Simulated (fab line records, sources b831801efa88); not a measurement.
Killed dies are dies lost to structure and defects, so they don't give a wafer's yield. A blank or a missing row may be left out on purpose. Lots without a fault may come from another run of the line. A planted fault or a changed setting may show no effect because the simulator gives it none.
fab line records | flow sky130
record lots=5 wafers=14 last_day=50
route steps=708 shown METAL2@495 VIA2@507 PAD_OPEN@708
lots that met no fault: from a run of the same line without faults
start_h: hours from the record's first day to the start of the lot's first wafer shown | wait_h: hours since the lot's step before | " the same as in the row above | L1.1+2: a row that stands for several wafers | - no value, or no start given | * or withheld: withheld | < > ~ a bound
route shown NAME@n: a module of which the file shows steps, and the number in the route of the first | usual: mean/standard deviation of fault-free wafers | same: alike in all rows | chamber/n: place in a boat | sites: the reading at each site | _std_site: their standard deviation | _edge_site: outer sites' mean less inner sites' | radius_mm: how far each site lies from the wafer's centre | mask NAME#n: copy n | behind: the tool/chamber that last shaped the wafer | hold: why the lot was held/for how many hours/how that ended | device: the transistor (n, p or np) that didn't switch | end of line: the same wafers' tests at the end of the route | a step without rows: its recipe alone | killed: dies lost to structure and defects at the first sort, not the wafer's yield | map: a wafer's dies, x killed, . not, _ none there
set.NAME: the setting as run; set.NAME@STEP: as run at that earlier step | model.NAME: the simulator's own value behind a step, which no gauge read
lots at some steps of the route; a table a step, a row a wafer
services: from which hour (start_h, from the record's first day; less than 0 if before it) a tool's chamber was out of use, for how many hours, and why
## steps
# step SKY_METAL2_EXPOSE_12
# recipe mask_id=MM2 na=0.8 source_shape=annular sigma_inner=0.55 sigma_outer=0.85 target_cd_nm=140 dose_mj=28
# step SKY_METAL2_PEB_13
# recipe peb_temp_c=withheld peb_time_s=withheld resist=KrF-thick
# step SKY_METAL2_DEVELOP_14
# recipe develop_time_s=60 resist=KrF-thick dev_temp_c=21
# step SKY_METAL2_CD_MEAS_15
# recipe target_cd_nm=140
# usual cd_nm=140.2/1.5
# columns lot.wafer tool chamber start_h wait_h cd_nm
L981.2 cd_sem-01 - 907.03 - 142.5
L981.4 " - " " 143.1
L986.3 cd_sem-02 - 939.03 - 138.3
L986.4 " - " " 139.8
L986.6 " - " " 140.3
L987.1 cd_sem-02 - 947.27 - 141.1
L987.2 " - " " 139.6
L987.4 " - " " 140.2
L990.2 cd_sem-01 - 973.38 - 136.6
L990.4 " - " " 136.5
L990.6 " - " " 137.2
L992.1 cd_sem-01 - 978.04 - 143.6
L992.3 " - " " 142.2
L992.5 " - " " 142.3
# step SKY_METAL2_OVL_MEAS_16
# usual METAL2_OVL=1/6.7
# columns lot.wafer tool chamber start_h wait_h METAL2_OVL[nm]
L981.2 overlay-02 - 907.13 0.1 0
L981.4 " - " " -1
L986.3 overlay-02 - 939.12 0.1 9
L986.4 " - " " 18
L986.6 " - " " 14
L987.1 overlay-01 - 947.39 0.1 1
L987.2 " - " " 11
L987.4 " - " " 5
L990.2 overlay-01 - 973.48 0.1 3
L990.4 " - " " 4
L990.6 " - " " 3
L992.1 overlay-01 - 978.16 0.1 -6
L992.3 " - " " -12
L992.5 " - " " 0
# step SKY_METAL2_DESCUM_17
# recipe chemistry=O2 source_power_w=150 bias_power_w=0 pressure_mtorr=10 temp_c=40 time_s=8
# usual drypump_motor_current_A=5.5/0.57 oes_product_au=1.000/0.0097 temp_c=40.01/0.11
# columns lot.wafer tool chamber start_h wait_h drypump_motor_current_A oes_product_au rf_hours_counter_h temp_c
L981.2 rie_metal-04 1 907.16 0.0 4.9 1.007 15 39.92
L981.4 " 1 " " 4.9 1.021 - 40.09
L986.3 rie_metal-03 0 939.16 0.0 5.9 0.991 - 40.17
L986.4 " 1 " " 5.4 1.005 - 40.16
L986.6 " 1 " " 5.3 1.001 - 40.25
L987.1 rie_metal-04 1 947.43 0.0 4.9 1.009 17 39.95
L987.2 " 1 " " 4.9 1.018 - 39.74
L987.4 " 1 " " 4.9 1.010 - 39.85
L990.2 rie_metal-03 1 973.51 0.0 5.4 0.997 18 40.08
L990.4 " 0 " " 5.9 0.997 - 40.14
L990.6 " 0 " " 5.9 0.997 - 39.93
L992.1 rie_metal-01 1 978.20 0.0 5.0 0.984 10 40.00
L992.3 " 0 " " 5.8 0.998 - 39.97
L992.5 " 1 " " 4.9 0.995 - 39.96
# step SKY_METAL2_ETCH_18
# recipe chemistry=N2/H2 target=BARC ion_energy_ev=200 bias_w=100 pressure_mtorr=30 n2_flow_sccm=100 h2_flow_sccm=200 icp_w=500 stop_on=SiO2 time_s=45.9 target_depth_a=600
# usual bias_w=100.0/0.31 drypump_motor_current_A=5.5/0.57 oes_product_au=0.854/0.0052 throttle_valve_pct=13.225/0.0093
# columns lot.wafer tool chamber start_h wait_h bias_w drypump_motor_current_A oes_product_au rf_hours_counter_h throttle_valve_pct
L981.2 rie_metal-04 1 907.20 0.0 100.3 4.9 0.851 15 13.247
L981.4 " 1 " " 99.8 4.9 0.859 - 13.233
L986.3 rie_metal-03 0 939.20 0.0 100.5 5.9 0.856 - 13.238
L986.4 " 1 " " 99.9 5.4 0.854 - 13.238
L986.6 " 1 " " 99.8 5.4 0.848 - 13.215
L987.1 rie_metal-04 1 947.49 0.1 100.1 4.9 0.858 17 13.236
L987.2 " 1 " " 100.0 4.9 0.855 - 13.235
L987.4 " 1 " " 99.7 4.8 0.861 - 13.241
L990.2 rie_metal-03 1 973.55 0.0 99.4 5.4 0.858 18 13.217
L990.4 " 0 " " 100.2 5.9 0.860 - 13.226
L990.6 " 0 " " 100.2 5.9 0.859 - 13.225
L992.1 rie_metal-01 1 978.23 0.0 100.3 4.9 0.862 10 13.242
L992.3 " 0 " " 100.1 5.8 0.855 - 13.231
L992.5 " 1 " " 100.4 5.0 0.859 - 13.208
# step SKY_METAL2_METAL_ETCH_19
# recipe target_depth_a=3600 stop_on=SiO2 over_etch_frac=0.3 time_s=78 chemistry=Cl2/BCl3 resist_sidewall_deg=88 pressure_mtorr=10 icp_w=900 bias_w=48.5 Cl2_flow_sccm=60 bcl3_flow_sccm=30
# usual bias_w=48.50/0.14 drypump_motor_current_A=5.5/0.57 oes_product_au=0.853/0.0054 throttle_valve_pct=22.264/0.0095
# columns lot.wafer tool chamber start_h wait_h bias_w drypump_motor_current_A oes_product_au rf_hours_counter_h throttle_valve_pct
L981.2 rie_metal-04 1 907.26 0.0 48.61 4.9 0.849 15 22.257
L981.4 " 1 " " 48.84 4.9 0.845 - 22.273
L986.3 rie_metal-03 0 939.27 0.1 48.48 5.9 0.852 - 22.266
L986.4 " 1 " " 48.41 5.4 0.852 - 22.248
L986.6 " 1 " " 48.41 5.4 0.850 - 22.253
L987.1 rie_metal-04 1 947.62 0.1 48.57 4.9 0.852 17 22.263
L987.2 " 1 " " 48.44 4.9 0.850 - 22.278
L987.4 " 1 " " 48.38 4.9 0.854 - 22.278
L990.2 rie_metal-03 1 973.61 0.0 48.58 5.3 0.850 18 22.258
L990.4 " 0 " " 48.59 5.9 0.858 - 22.269
L990.6 " 0 " " 48.49 5.9 0.856 - 22.263
L992.1 rie_metal-01 1 978.29 0.0 48.61 5.0 0.856 10 22.270
L992.3 " 0 " " 48.50 5.8 0.843 - 22.256
L992.5 " 1 " " 48.60 5.0 0.850 - 22.275
# step SKY_METAL2_STRIP_20
# recipe chemistry=O2/N2 power_w=1400 pressure_mtorr=1500 platen_temp_c=withheld o2_flow_sccm=3000 n2_flow_sccm=300 overash_fraction=0.5
# usual drypump_motor_current_A=5.7/0.37 oes_product_au=0.343/0.0047 strip_time_to_endpoint_s=2.70/0.035
# columns lot.wafer tool chamber start_h wait_h drypump_motor_current_A oes_product_au rf_hours_counter_h strip_time_to_endpoint_s
L981.2 plasma_asher-01 0 907.35 0.1 5.3 0.347 108 2.63
L981.4 " 1 " " 5.5 0.338 - 2.64
L986.3 plasma_asher-01 1 939.36 0.1 5.5 0.343 - 2.71
L986.4 " 0 " " 5.3 0.333 - 2.68
L986.6 " 1 " " 5.6 0.342 - 2.67
L987.1 plasma_asher-02 1 947.80 0.1 5.1 0.346 52 2.65
L987.2 " 0 " " 5.9 0.350 52 2.67
L987.4 " 0 " " 5.9 0.347 - 2.68
L990.2 plasma_asher-04 0 973.70 0.1 5.8 0.335 83 2.69
L990.4 " 1 " " 6.2 0.342 - 2.70
L990.6 " 1 " " 6.2 0.344 - 2.68
L992.1 plasma_asher-04 1 978.38 0.1 6.2 0.342 84 2.76
L992.3 " 0 " " 5.8 0.342 - 2.72
L992.5 " 0 " " 5.8 0.335 - 2.75
# step SKY_METAL2_STRIP_21
# recipe chemistry=post_etch_residue_remover time_s=1200 temp_c=72.5
# step SKY_METAL2_CLEAN_22
# recipe chemistry=IPA time_s=180 temp_c=25
# step SKY_METAL2_CLEAN_23
# recipe chemistry=O3/DIW dry=n2_spin
# step SKY_VIA2_HDPCVD_00
# recipe material=SiO2 target_thk_nm=1180 sigma_open_frac=0.3 time_s=196.7 temp_c=400 sih4_flow_sccm=60 pressure_mtorr=6
# usual pressure_mtorr=5.999/0.013 run_length_s=224.8/0.66
# columns lot.wafer tool chamber start_h wait_h pressure_mtorr run_length_s model.SiO2_of_VIA2_HDPCVD_00.thk_nm
L981.2 hdpcvd-02 0 907.94 0.0 6.015 225.3 1156
L981.4 " 0 " " 6.017 210.7 1070
L986.3 hdpcvd-01 0 939.93 0.0 5.981 224.4 1191
L986.4 " 0 " " 5.983 224.0 1190
L986.6 " 1 " " 5.994 225.1 1192
L987.1 hdpcvd-01 2 948.40 0.0 6.018 224.2 1167
L987.2 " 1 " " 6.000 225.0 1189
L987.4 " 0 " " 6.002 223.7 1153
L990.2 hdpcvd-02 0 974.29 0.0 5.984 225.1 1175
L990.4 " 1 " " 6.020 225.2 1170
L990.6 " 2 " " 5.994 224.2 1173
L992.1 hdpcvd-01 1 978.97 0.0 6.020 225.4 1196
L992.3 " 2 " " 6.011 224.3 1188
L992.5 " 1 " " 6.005 225.2 1185
# step SKY_VIA2_THK_MEAS_01
# recipe reads=SiO2_of_VIA2_HDPCVD_00
# usual VIA2_HDPCVD_THK=1177/12
# columns lot.wafer tool chamber start_h wait_h hold VIA2_HDPCVD_THK[nm]
L981.2 film_metro-03 - 908.08 0.1 await_dispo/0.2h/release 1155
L981.4 " - " " await_dispo/0.2h/release 1069
L981.2 film_metro-03 - 908.30 0.2 - 1156
L981.4 " - " " - 1070
L986.3 film_metro-03 - 940.07 0.1 - 1192
L986.4 " - " " - 1189
L986.6 " - " " - 1192
L987.1 film_metro-01 - 948.52 0.1 - 1167
L987.2 " - " " - 1189
L987.4 " - " " - 1153
L990.2 film_metro-04 - 974.43 0.1 - 1175
L990.4 " - " " - 1170
L990.6 " - " " - 1173
L992.1 film_metro-01 - 979.10 0.1 - 1196
L992.3 " - " " - 1187
L992.5 " - " " - 1185
# step SKY_VIA2_CMP_02
# recipe material=SiO2 down_force_psi=4 platen_rpm=60 pad_velocity_m_s=0.94248
# usual edge_zone_pressure_frac=1.000/0.0051 motor_current_A=11.5/1.4
# columns lot.wafer tool chamber start_h wait_h hold edge_zone_pressure_frac motor_current_A
L981.2 cmp-01 3 911.82 3.5 await_dispo/3.4h/release 1.003 12.0
L981.4 " 0 " " await_dispo/3.4h/release 0.999 10.6
L986.3 cmp-01 0 940.16 0.1 - 0.996 9.9
L986.4 " 2 " " - 1.009 10.1
L986.6 " 3 " " - 0.997 12.4
L987.1 cmp-01 1 948.58 0.1 - 0.996 13.5
L987.2 " 2 " " - 1.006 9.3
L987.4 " 3 " " - 0.999 12.3
L990.4 cmp-02 3 974.48 0.0 - 1.000 10.2
L990.2 " 0 " " - 0.996 12.4
L990.6 " 0 " " - 0.999 12.2
L992.1 cmp-01 0 979.21 0.1 - 1.002 10.3
L992.3 " 2 " " - 1.000 10.2
L992.5 " 3 " " - 0.999 11.9
# step SKY_PAD_OPEN_PROBE_99
# usual defect_limited_yield=82.0/1.9 killed_at_M0_to_M3=45/6.9 killed_at_M4_up=3.0/1.7 killed_at_contacts=25/5.6 killed_at_front_end=15/4.2 killed_at_other=0.3/0.55 killed_dies=89/9.6 killed_open=49/7.2 killed_short=39/6.5 sort_bin_3_pad_short=0.9/0.44 sort_bin_5_function=10.7/1.4 sort_bin_6_memory=6.4/1.3 sort_n_pass=403/9.6 sort_yield_pct=82.0/1.9
# same gross_dies=492 killed_at_back_side=0 sort_bin_4_leakage[%]=0 sort_bin_8_speed[%]=0
# columns lot.wafer tool chamber start_h wait_h defect_limited_yield[%] killed_at_M0_to_M3 killed_at_M4_up killed_at_contacts killed_at_front_end killed_at_other killed_dies killed_open killed_short sort_bin_3_pad_short[%] sort_bin_5_function[%] sort_bin_6_memory[%] sort_n_pass sort_yield_pct[%]
L981.2 prober-02 - 1143.19 0.1 83.7 46 1 24 9 0 80 47 33 0.6 9.6 6.1 412 83.7
L981.4 prober-02 - 1143.29 0.2 78.5 55 4 23 24 0 106 53 53 0.6 13.2 7.7 386 78.5
L986.3 prober-01 - 1165.99 0.2 87.6 28 1 21 11 0 61 30 31 0.6 7.9 3.9 431 87.6
L986.4 prober-01 - 1166.04 0.2 79.5 54 6 27 14 0 101 56 45 1.0 11.4 8.1 391 79.5
L986.6 prober-01 - 1166.14 0.2 84.3 47 0 19 11 0 77 42 35 0.4 10.0 5.3 415 84.3
L987.1 prober-02 - 1171.10 0.1 84.1 39 6 21 11 1 78 50 28 1.0 8.7 6.1 414 84.1
L987.2 prober-02 - 1171.15 0.1 79.5 49 1 26 25 0 101 62 39 0.6 11.6 8.3 391 79.5
L987.4 prober-02 - 1171.25 0.2 80.5 56 4 19 17 0 96 50 46 0.4 11.2 7.9 396 80.5
L990.2 prober-01 - 1190.32 0.1 84.3 28 2 34 13 0 77 41 36 1.0 9.1 5.5 415 84.3
L990.4 prober-01 - 1190.42 0.2 81.5 48 4 21 18 0 91 45 46 1.0 11.6 5.9 401 81.5
L990.6 prober-01 - 1190.52 0.2 81.3 46 4 29 12 1 92 47 45 1.0 12.6 5.1 400 81.3
L992.1 prober-01 - 1193.68 0.1 80.5 42 3 32 19 0 96 51 45 1.0 11.8 6.7 396 80.5
L992.3 prober-01 - 1193.78 0.2 82.1 45 2 19 22 0 88 53 35 0.6 10.6 6.7 404 82.1
L992.5 prober-01 - 1193.88 0.2 80.1 47 8 24 19 0 98 55 43 0.4 12.4 7.1 394 80.1
# killed by level:class
L981.2 VIA1:geometric_particle:open=11 CONTACT:geometric_particle:open=11 LI_CONTACT:geometric_particle:open=8 METAL2:geometric_particle:short=8 VIA1:geometric_particle:short=7 VIA3:geometric_particle:open=6 POLY_GATE:geometric_particle:short=3 VIA2:geometric_particle:open=3
L981.4 VIA1:geometric_particle:open=10 VIA1:geometric_particle:short=9 POLY_GATE:geometric_particle:short=8 CONTACT:geometric_particle:open=8 VIA2:geometric_particle:open=8 LI_CONTACT:geometric_particle:open=6 POLY_GATE:geometric_particle:open=5 METAL1:geometric_particle:short=5
L986.3 CONTACT:geometric_particle:open=11 METAL1:geometric_particle:short=5 CONTACT:geometric_particle:short=4 VIA1:geometric_particle:short=4 VIA1:geometric_particle:open=4 POLY_GATE:geometric_particle:short=3 VIA2:geometric_particle:open=3 METAL3:geometric_particle:short=3
L986.4 VIA1:geometric_particle:open=15 LI_CONTACT:geometric_particle:open=8 CONTACT:geometric_particle:open=8 VIA3:geometric_particle:short=7 VIA3:geometric_particle:open=6 METAL2:geometric_particle:short=6 CONTACT:geometric_particle:short=5 VIA2:geometric_particle:open=5
L986.6 VIA1:geometric_particle:open=8 METAL1:geometric_particle:short=6 VIA3:geometric_particle:open=6 METAL2:geometric_particle:short=6 VIA2:geometric_particle:open=6 LI_CONTACT:geometric_particle:open=5 LOCAL_INTERCONNECT:geometric_particle:short=4 CONTACT:geometric_particle:short=4
L987.1 CONTACT:geometric_particle:open=11 VIA1:geometric_particle:open=10 VIA2:geometric_particle:open=9 VIA3:geometric_particle:open=9 METAL4:geometric_particle:short=5 FIELD_ISO:geometric_particle:open=3 LOCAL_INTERCONNECT:geometric_particle:short=3 CONTACT:geometric_particle:short=3
L987.2 VIA1:geometric_particle:open=13 CONTACT:geometric_particle:open=8 VIA2:geometric_particle:open=8 FIELD_ISO:geometric_particle:open=7 LI_CONTACT:geometric_particle:open=7 POLY_GATE:geometric_particle:open=6 CONTACT:geometric_particle:short=6 METAL1:geometric_particle:short=6
L987.4 METAL1:geometric_particle:short=10 VIA3:geometric_particle:open=8 VIA1:geometric_particle:open=7 METAL2:geometric_particle:short=7 VIA2:geometric_particle:open=7 FIELD_ISO:geometric_particle:open=6 LI_CONTACT:geometric_particle:open=6 VIA2:geometric_particle:short=5
L990.2 LI_CONTACT:geometric_particle:open=9 VIA1:geometric_particle:open=7 CONTACT:geometric_particle:open=6 CONTACT:geometric_particle:short=6 LI_CONTACT:geometric_particle:short=5 LOCAL_INTERCONNECT:geometric_particle:short=5 METAL2:geometric_particle:short=5 VIA2:geometric_particle:open=5
L990.4 VIA1:geometric_particle:open=11 CONTACT:geometric_particle:open=7 LI_CONTACT:geometric_particle:open=6 METAL2:geometric_particle:short=6 VIA1:geometric_particle:short=5 METAL1:geometric_particle:short=5 VIA3:geometric_particle:open=5 VIA2:geometric_particle:open=5
L990.6 VIA1:geometric_particle:open=11 CONTACT:geometric_particle:open=11 LOCAL_INTERCONNECT:geometric_particle:short=7 VIA3:geometric_particle:open=7 VIA1:geometric_particle:short=6 LI_CONTACT:geometric_particle:open=6 METAL2:geometric_particle:short=6 VIA2:geometric_particle:open=5
L992.1 CONTACT:geometric_particle:open=13 VIA1:geometric_particle:open=9 VIA3:geometric_particle:open=9 VIA1:geometric_particle:short=8 CONTACT:geometric_particle:short=7 FIELD_ISO:geometric_particle:short=6 LI_CONTACT:geometric_particle:open=6 VIA2:geometric_particle:open=6
L992.3 VIA1:geometric_particle:open=19 VIA3:geometric_particle:open=8 FIELD_ISO:geometric_particle:open=7 CONTACT:geometric_particle:short=6 LI_CONTACT:geometric_particle:open=6 VIA2:geometric_particle:open=6 POLY_GATE:geometric_particle:short=5 POLY_GATE:geometric_particle:open=5
L992.5 VIA3:geometric_particle:open=11 CONTACT:geometric_particle:open=10 VIA1:geometric_particle:open=8 LI_CONTACT:geometric_particle:open=7 METAL1:geometric_particle:short=7 METAL4:geometric_particle:short=6 VIA2:geometric_particle:open=5 FIELD_ISO:geometric_particle:short=4
## services
# columns tool chamber start_h hours kind
plasma_asher-01 - 896.91 1.6 repair
plasma_asher-02 - 897.58 1.9 repair
cmp-02 - 901.54 4.7 pm
cmp-01 - 912.21 4.0 pm
rie_metal-04 1 914.32 2.2 repair
cmp-01 - 916.21 - consumable_replace:conditioner
cmp-01 - 916.21 - consumable_replace:pad
hdpcvd-02 - 917.61 0.8 pm
hdpcvd-02 - 927.42 2.2 repair
rie_metal-04 0 939.56 8.2 repair
hdpcvd-02 - 950.25 15.0 pm
hdpcvd-02 0 950.25 15.0 vent_cycle
hdpcvd-02 1 950.25 15.0 vent_cycle
hdpcvd-02 2 950.25 15.0 vent_cycle
cmp-02 - 952.26 1.2 repair
hdpcvd-02 0 965.25 - clean
hdpcvd-02 1 965.25 - clean
hdpcvd-02 2 965.25 - clean
## key
first_sign step=SKY_VIA2_HDPCVD_00 reading=run_length_s direction=down sigmas=21 usual=* struck=*
effect step=SKY_VIA2_THK_MEAS_01 reading=visit direction=added
effect step=SKY_VIA2_THK_MEAS_01 reading=VIA2_HDPCVD_THK direction=down sigmas=8.6 usual=1177 struck=1069
model_effect step=SKY_VIA2_HDPCVD_00 value=SiO2_of_VIA2_HDPCVD_00.thk_nm without=1157 struck=1070
met_at SKY_VIA2_HDPCVD_00
struck_wafers L981.4
fault kind=process_parameter_drift tool=hdpcvd-02 chamber=- onset_h=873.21 steps=SKY_VIA2_HDPCVD_00 channel=time_s offset=* shape=step end_h=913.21 scope=struck_wafers_only acts_in=* stated=*
